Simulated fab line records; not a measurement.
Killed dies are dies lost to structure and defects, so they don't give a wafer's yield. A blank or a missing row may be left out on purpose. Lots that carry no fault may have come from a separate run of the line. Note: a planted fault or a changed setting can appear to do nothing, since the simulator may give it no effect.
Chamber matching    flow sky130    4 sister chambers for SKY_VIA2_CMP_24 on cmp-02
The step polishes, stops on SiO2, t overpolish 20 s, target thk 0 nm. 4 wafers are shown with their chamber, then 8 later ones without.

== WAFERS, EACH WITH ITS CHAMBER ==
wafer   chamber  motorCurrentA (A)
L088.1  3        10.8
L090.2  2        9.9
L090.5  1        11.5
L091.2  0        11.4

== WAFERS MISSING THEIR CHAMBER ==
wafer   motorCurrentA (A)
L091.3  10.8
L091.4  10.1
L095.3  10.2
L095.4  11.8
L095.5  9.8
L096.4  10.8
L096.5  9.9
L096.6  12.0

== THE CHAMBER EACH PASSED THROUGH ==
wafer    from the rows above       in truth
L091.3   3                         3
L091.4   2                         2
L095.3   can't be placed: 2 or 3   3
L095.4   can't be placed: 1 or 0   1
L095.5   2                         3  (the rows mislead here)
L096.4   3                         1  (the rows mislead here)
L096.5   2                         2
L096.6   can't be placed: 1 or 0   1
Correctly placed: 3 of 8. These rows do not allow placing 3 (true chamber among the candidates in 3). Number placed wrongly: 2.
How it was worked out, from the rows above alone: a wafer's distance from a chamber is the root of the sum, over the readings, of the square of ((its reading less the chamber's mean) divided by the reading's scatter). The wafer belongs to the nearest chamber; if the next one is less than 2 further off, it can't be placed. For every chamber, the mean is computed from those of its wafers that are shown. The scatter: with one shown wafer a chamber, the root of the mean of the squares of how far each hidden wafer lies from its nearest shown one.
